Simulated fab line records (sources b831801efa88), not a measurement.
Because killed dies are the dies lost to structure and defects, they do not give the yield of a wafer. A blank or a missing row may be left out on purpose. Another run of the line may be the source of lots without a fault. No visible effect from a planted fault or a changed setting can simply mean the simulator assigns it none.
2 desks, one fault || flow sky130 || each desk has only its own numbers; what lay behind them comes last

## AT THE METROLOGY DESK
What the gauges read for every lot (on any tool): the sampled wafers with a number, averaged. If a lot's mean is further than 4 standard deviations from the usual mean, the lot is out of limits and carries the mark OUT (the distance appears in the brackets).
Columns: A = VIA2_OVL at SKY_VIA2_OVL_MEAS_13, usual 1 nm; B = CAPM_CVD_00_THK at SKY_CAPM_THK_MEAS_01, usual 15.49 nm; C = CAPM_TIN_RS at SKY_CAPM_RS_MEAS_03, usual 6.89 ohm/sq; D = CAPM_TIN_THK at SKY_CAPM_THK_MEAS_04, usual 198.3 nm
{"lot": "L203", "first seen here": "day 36 19:15", "A": 1, "B": 15.34, "C": 6.91, "D": 195.4}
{"lot": "L204", "first seen here": "day 37 00:11", "A": 0, "B": 15.45, "C": 6.84, "D": 199.9}
{"lot": "L205", "first seen here": "day 37 08:27", "A": 3, "B": 15.45, "C": 6.96, "D": 196.8}
{"lot": "L210", "first seen here": "day 38 15:20", "A": -1, "B": 15.71, "C": 6.82, "D": 201.0}
{"lot": "L211", "first seen here": "day 39 01:09", "A": 1, "B": 15.64, "C": 6.78, "D": 203.3}
{"lot": "L212", "first seen here": "day 39 09:57", "A": -3, "B": 15.13, "C": 6.97, "D": 197.2}
{"lot": "L214", "first seen here": "day 40 04:33", "A": 4, "B": 15.33, "C": 7.00, "D": 193.2}
{"lot": "L217", "first seen here": "day 41 10:02", "A": -1, "B": 15.37, "C": 6.91, "D": 198.1}
{"lot": "L224", "first seen here": "day 42 15:53", "A": 3, "B": 15.20, "C": 6.83, "D": 198.2}
{"lot": "L225", "first seen here": "day 42 20:10", "A": 12, "B": 15.67, "C": 6.98, "D": 196.9}
Result from this desk: across the 10 lots, nothing is out of limits.

## DESK OF THE TOOL OWNER: pvd_sputter-04
At SKY_CAPM_SPUTTER_02 (material TiN, target thk 200 nm, time 166.7 s) the tool's own readings: per lot run on this tool, the mean of the sampled wafers that have a number. If a lot's mean is further than 4 standard deviations from the usual mean, the lot is out of limits and carries the mark OUT (the distance appears in the brackets).
Columns: A = chamber_pressure_pa at SKY_CAPM_SPUTTER_02, usual 0.4001 Pa; B = throttle_valve_pct at SKY_CAPM_SPUTTER_02, usual 30.0 %
{"lot": "L204", "first seen here": "day 37 01:56", "A": 0.3997, "B": 29.7}
{"lot": "L205", "first seen here": "day 37 10:07", "A": 0.3998, "B": 29.6}
{"lot": "L211", "first seen here": "day 39 02:47", "A": 0.4012, "B": 29.8}
{"lot": "L212", "first seen here": "day 39 11:36", "A": 0.4004, "B": 29.8}
{"lot": "L214", "first seen here": "day 40 06:12", "A": 0.4006, "B": 30.3}
{"lot": "L224", "first seen here": "day 42 17:38", "A": 0.3998, "B": 30.5}
{"lot": "L225", "first seen here": "day 42 21:49", "A": 0.4004, "B": 31.1}
Result from this desk: across the 7 lots, nothing is out of limits.

## ALL TOGETHER
From the metrology desk's view, nothing was out of limits.
The desk of the tool owner found nothing out of limits.

## WHAT THE SIMULATOR PUT IN
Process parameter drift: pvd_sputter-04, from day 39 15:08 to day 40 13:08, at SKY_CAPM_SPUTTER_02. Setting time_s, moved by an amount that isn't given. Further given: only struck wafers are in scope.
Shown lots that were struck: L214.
